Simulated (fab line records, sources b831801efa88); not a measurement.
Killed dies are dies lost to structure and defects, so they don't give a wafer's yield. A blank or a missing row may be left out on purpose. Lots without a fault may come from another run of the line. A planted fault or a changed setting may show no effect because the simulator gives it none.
A struck lot beside a sound one | flow sky130 | 18 steps out of a route of 708
Sound: wafers L631.4, L631.5, L631.6. Struck: wafers L634.1, L634.3, L634.5. The cause comes at the end.
At each step with rows: each side's tool, then ch and its chambers, then its first start. Under that, the readings that differ: sound wafers | struck wafers | difference of the means | sigmas: that difference in standard deviations of wafers without a fault.
alike: readings whose means differ by less than 2 such deviations, and words and numbers that are the same on both sides. not compared: withheld readings, readings that some wafer has no value for, bounds like >300 that may hide the same value, and numbers for which the record gives no deviation and whose values overlap.
The two part at a step that has a row with sigmas, a row that says differs or no value, or rows on one side only. Numbers that don't overlap but have no deviation are shown without sigmas and don't part them. A reading that every wafer of one side lacks parts them only if that side has two wafers or more.

first, 1 step without rows for these wafers: SKY_VT_ADJUST_PCH_IMPLANT_08.
SKY_VT_ADJUST_PCH_STRIP_09: strips in O2/N2.
  sound on plasma_asher-04 ch 0,1, day 13 03:52; struck on plasma_asher-01 ch 0,1, day 14 02:41
  alike: drypump_motor_current_A, o2_flow_sccm, oes_product_au, strip_time_to_endpoint_s
  not compared: rf_hours_counter_h
SKY_VT_ADJUST_PCH_TW_MEAS_10:
  sound on film_metro-03, day 13 03:58; struck on film_metro-03, day 14 02:47
  alike: VT_ADJUST_PCH_TW
then, 7 steps without rows for these wafers: SKY_SONOS_TUNNEL_DEHYDRATE_00 (time 60 s); SKY_SONOS_TUNNEL_HMDS_01 (prime time 60 s); SKY_SONOS_TUNNEL_COAT_02 (resist thk 1124 nm); SKY_SONOS_TUNNEL_SOFTBAKE_03 (time 60 s); SKY_SONOS_TUNNEL_EXPOSE_04 (exposes mask TUNM, target cd 410 nm); SKY_SONOS_TUNNEL_PEB_05; SKY_SONOS_TUNNEL_DEVELOP_06 (develop time 60 s).
SKY_SONOS_TUNNEL_CD_MEAS_07: target cd 410 nm.
  sound on cd_sem-01, day 14 06:02; struck on cd_sem-02, day 15 04:47
  alike: cd_nm
SKY_SONOS_TUNNEL_OVL_MEAS_08:
  sound on overlay-01, day 14 06:07; struck on overlay-01, day 15 04:55
  alike: SONOS_TUNNEL_OVL
SKY_SONOS_TUNNEL_IMPLANT_09:
  sound on implanter-01 ch 0, day 14 06:13; struck on implanter-01 ch 0, day 15 04:57
  reading            | sound                           | struck                          | difference  | sigmas
  dose_ions_cm2      | 9.986e+11 1.0017e+12 1.0009e+12 | 1.6301e+12 1.632e+12 1.6322e+12 | +6.3103e+11 | +99 or more
  faraday_current_uA | 5.69 5.65 5.81                  | 8.92 8.97 9.13                  | +3.29       | +30
then, 2 steps without rows for these wafers: SKY_SONOS_TUNNEL_WET_ETCH_10 (etches SiO2 in dHF, target depth 14 nm, time 280 s); SKY_SONOS_TUNNEL_STRIP_11 (strips in SPM, time 600 s).
SKY_SONOS_TUNNEL_TW_MEAS_12:
  sound on film_metro-01, day 14 06:35; struck on film_metro-04, day 15 05:22
  reading         | sound             | struck            | difference | sigmas
  SONOS_TUNNEL_TW | 198.0 198.1 197.9 | 225.9 224.8 225.1 | +27.3      | +23
then, 1 step without rows for these wafers: SKY_SONOS_TUNNEL_CLEAN_13 (cleans in dHF, time 20 s).
-- the record jumps here: 33 days lie between the struck wafers' starts before and after (it left off in module SONOS_TUNNEL and takes up again in module PAD_OPEN, whose first step shown is number 708 of the route) --
SKY_PAD_OPEN_PROBE_99:
  sound on prober-01, day 48 05:55; struck on prober-01, day 48 13:40
  reading                                 | sound                  | struck                  | difference | sigmas
  killed_dies                             | 70 70 81               | 88 101 103              | +24        | +3
  killed_open                             | 41 35 42               | 48 62 60                | +17        | +3
  model.etest.tip_sonos.rs_ohm_sq         | 2576 2534 2566         | 2820 2832 2806          | +261       |
  model.etest.sonos_uncharged.r_on_ohm_um | 798.6 801.7 809.6      | 873.9 872.1 863.5       | +66.5      |
  model.etest.sonos_baked.vt_v (V)        | 0.9774 0.8789 0.908    | 1.135 1.127 1.067       | +0.188     |
  model.etest.sonos_programmed.vt_v (V)   | 1.429 1.417 1.352      | 1.658 1.686 1.599       | +0.248     |
  model.etest.sonos_uncharged.vt_v (V)    | -0.4771 -0.432 -0.4236 | -0.2637 -0.2753 -0.2721 | +0.1739    |
  model.etest.sonos_erased.vt_v (V)       | -2.212 -2.249 -2.16    | -2.152 -2.142 -2.108    | +0.073     |
  alike: killed_at_M0_to_M3, killed_at_M4_up, killed_at_contacts, killed_at_front_end, killed_at_other, killed_on_rim, killed_short

WHERE THEY PART
First at SKY_SONOS_TUNNEL_IMPLANT_09; last, within this record, at SKY_PAD_OPEN_PROBE_99.

WHY: what the simulator had put in
Process parameter drift: implanter-01, from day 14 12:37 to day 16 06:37, at SKY_SONOS_TUNNEL_IMPLANT_09. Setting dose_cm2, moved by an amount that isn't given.
